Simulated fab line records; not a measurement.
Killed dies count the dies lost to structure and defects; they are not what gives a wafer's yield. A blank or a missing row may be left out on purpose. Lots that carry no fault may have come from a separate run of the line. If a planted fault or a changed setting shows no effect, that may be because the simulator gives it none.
Which tool is to blame? ; flow sky130 ; 24 lots with 72 wafers sampled at 3 steps, on a route of 708 steps

== WHAT THE GAUGES SHOWED, per wafer ==
SKY_CAP2M_RS_MEAS_03: a four-point-probe measurement. Usual: CAP2M_TIN_RS gives 6.93 ohm/sq (standard deviation 0.068).
lot;measured;on;CAP2M_TIN_RS (ohm/sq);flag
L074;day 40 05:18;film-metro-03;6.81 6.92 6.83;
L075;day 40 07:06;film-metro-01;6.92 6.94 6.87;
L076;day 40 16:34;film-metro-03;6.90 6.93 6.84;
L077;day 41 07:26;film-metro-02;7.01 7.05 7.05;
L079;day 41 16:49;film-metro-01;6.89 6.90 6.88;
L078;day 41 17:05;film-metro-02;6.89 6.97 6.99;
L080;day 41 17:38;film-metro-01;6.88 6.79 6.87;
L081;day 42 18:31;film-metro-02;6.84 6.91 6.89;
L083;day 43 00:33;film-metro-01;6.92 6.94 6.93;
L082;day 43 03:16;film-metro-03;6.95 6.98 6.95;
L084;day 43 07:11;film-metro-03;6.84 6.84 6.77;
L085;day 43 16:40;film-metro-01;7.03 7.03 7.01;
L086;day 43 22:22;film-metro-03;6.87 6.79 6.87;
L088;day 44 14:30;film-metro-01;6.93 6.95 6.98;
L087;day 44 15:46;film-metro-01;6.94 7.04 7.01;
L090;day 44 16:50;film-metro-01;7.01 7.03 7.00;
L089;day 44 17:42;film-metro-03;7.05 6.96 7.06;
L091;day 44 22:05;film-metro-01;6.90 6.91 6.88;
L092;day 45 01:31;film-metro-03;6.90 6.92 6.87;
L093;day 45 11:40;film-metro-03;6.89 6.95 6.92;
L094;day 45 14:16;film-metro-03;6.97 7.05 6.99;
L095;day 45 19:04;film-metro-01;6.91 6.91 6.91;
L096;day 46 01:48;film-metro-01;6.98 7.03 7.02;
L097;day 46 05:16;film-metro-01;6.95 7.01 6.99;

SKY_VIA4_THK_MEAS_01. Usual: VIA4_HDPCVD_THK gives 1742 nm (standard deviation 16).
lot;measured;on;VIA4_HDPCVD_THK (nm);flag
L074;day 42 07:07;film-metro-01;1729 1753 1753;
L075;day 42 09:15;film-metro-03;1752 1745 1739;
L076;day 42 17:10;film-metro-01;1746 1735 1742;
L077;day 43 08:24;film-metro-04;1766 1729 1736;
L079;day 43 16:16;film-metro-01;1747 1747 1739;
L078;day 43 17:13;film-metro-01;1773 1783 1774;
L080;day 43 18:07;film-metro-04;1747 1735 1731;
L081;day 44 18:25;film-metro-01;1759 1739 1756;
L083;day 44 23:43;film-metro-01;1740 1748 1745;
L082;day 45 01:59;film-metro-01;1761 1765 1762;
L084;day 45 04:35;film-metro-01;1735 1718 1718;
L085;day 45 15:00;film-metro-01;1744 1721 1730;
L086;day 45 19:46;film-metro-04;1736 1757 1751;
L088;day 46 11:35;film-metro-04;1752 1738 1757;
L087;day 46 12:31;film-metro-04;1753 1727 1725;
L090;day 46 13:04;film-metro-04;1749 1734 1744;
L089;day 46 14:03;film-metro-01;1737 1734 1728;
L091;day 46 18:32;film-metro-01;1759 1762 1751;
L092;day 46 22:17;film-metro-01;1739 1724 1751;
L093;day 47 07:13;film-metro-04;1719 1736 1741;
L094;day 47 10:08;film-metro-03;1773 1747 1774;
L095;day 47 14:19;film-metro-01;1733 1717 1737;
L096;day 47 20:48;film-metro-03;1712 1732 1736;
L097;day 47 23:06;film-metro-04;1731 1738 1726;

== WHAT TOOL EACH LOT RAN ON (gives the tool, then ch and the chambers of the sampled wafers, and finally the start) ==
lot;SKY_CAP2M_METAL_ETCH_13
L074;rie-metal-03 ch 0,1, day 41 05:02
L075;rie-metal-02 ch 0,1, day 41 07:33
L076;rie-metal-02 ch 0, day 41 16:18
L077;rie-metal-01 ch 0,1, day 42 07:17
L079;rie-metal-03 ch 0,1, day 42 15:39
L078;rie-metal-01 ch 0,1, day 42 16:33
L080;rie-metal-02 ch 0,1, day 42 17:14
L081;rie-metal-01 ch 0,1, day 43 17:27
L083;rie-metal-02 ch 0,1, day 43 23:17
L082;rie-metal-02 ch 0,1, day 44 01:24
L084;rie-metal-02 ch 0,1, day 44 05:05
L085;rie-metal-01 ch 0,1, day 44 15:15
L086;rie-metal-01 ch 0,1, day 44 20:24
L088;rie-metal-03 ch 0,1, day 45 12:24
L087;rie-metal-01 ch 0,1, day 45 13:23
L090;rie-metal-03 ch 0,1, day 45 14:14
L089;rie-metal-02 ch 0,1, day 45 15:06
L091;rie-metal-01 ch 0,1, day 45 19:33
L092;rie-metal-01 ch 0,1, day 45 23:15
L093;rie-metal-01 ch 0,1, day 46 08:30
L094;rie-metal-01 ch 0,1, day 46 11:05
L095;rie-metal-03 ch 0,1, day 46 15:36
L096;rie-metal-03 ch 0,1, day 46 22:09
L097;rie-metal-01 ch 0,1, day 47 01:21
- SKY_CAP2M_METAL_ETCH_13: etches TiN in Cl2/BCl3, stops on SiO2, target depth 220 nm, time 62.9 s.

== AS READ BY THE TOOLS THEMSELVES (means over the sampled wafers that have a number; for cases with no such wafer, the mark the record gives instead) ==
SKY_CAP2M_METAL_ETCH_13. Usual: drypump-motor-current-A 5.8 A, standard deviation 0.6; he-backside-leak-sccm 3.3 sccm, standard deviation 0.32; oes-product-au 0.939 a.u., standard deviation 0.0067; rf-fwd-power-W 892 W, standard deviation 3.6; throttle-valve-pct 21.903 %, standard deviation 0.0099.
lot;tool;drypump-motor-current-A (A);he-backside-leak-sccm (sccm);oes-product-au (a.u.);rf-fwd-power-W (W);throttle-valve-pct (%);flag
L074;rie-metal-03;6.5;3.3;0.947;895;21.899;
L075;rie-metal-02;5.6;3.3;0.941;894;21.911;
L076;rie-metal-02;5.0;4.2;0.948;890;21.897;
L077;rie-metal-01;5.4;3.4;0.930;890;21.910;
L079;rie-metal-03;6.5;3.0;0.940;896;21.904;
L078;rie-metal-01;5.3;3.4;0.938;893;21.910;
L080;rie-metal-02;5.6;3.3;0.948;897;21.895;
L081;rie-metal-01;5.7;3.4;0.943;889;21.899;
L083;rie-metal-02;5.6;3.2;0.937;892;21.908;
L082;rie-metal-02;5.3;3.3;0.939;891;21.903;
L084;rie-metal-02;5.3;3.2;0.946;891;21.889;
L085;rie-metal-01;5.3;3.4;0.933;893;21.898;
L086;rie-metal-01;5.4;3.4;0.944;890;21.888;
L088;rie-metal-03;6.5;3.3;0.933;895;21.906;
L087;rie-metal-01;5.3;3.4;0.935;889;21.916;
L090;rie-metal-03;6.5;3.2;0.937;897;21.901;
L089;rie-metal-02;5.3;3.4;0.933;892;21.897;
L091;rie-metal-01;5.7;3.4;0.940;890;21.901;
L092;rie-metal-01;5.7;3.3;0.939;888;21.906;
L093;rie-metal-01;5.7;3.4;0.941;889;21.904;
L094;rie-metal-01;5.3;3.4;0.934;892;21.904;
L095;rie-metal-03;6.4;3.2;0.943;895;21.906;
L096;rie-metal-03;6.5;3.2;0.935;893;21.899;
L097;rie-metal-01;5.7;3.4;0.932;888;21.903;

== THE ANSWER, worked out from the rows above alone ==
Rule: take the mean of a lot's wafers that have a number; if it is more than 3 standard deviations from the usual mean, the lot is off. A lot without any number at a reading at which 4 lots or more have one is off too. The other lots that the step has rows for count as sound. The gauges are gone through in route order, then the tools' own readings, and for those a lot's mean is taken as printed above. At the first step where some lot is off, the reading lying furthest off is the one used; lots without a number count as furthest.
No lot is off on any of the readings shown, so nothing can be concluded from this.

== WHAT THE SIMULATOR HAD INSERTED ==
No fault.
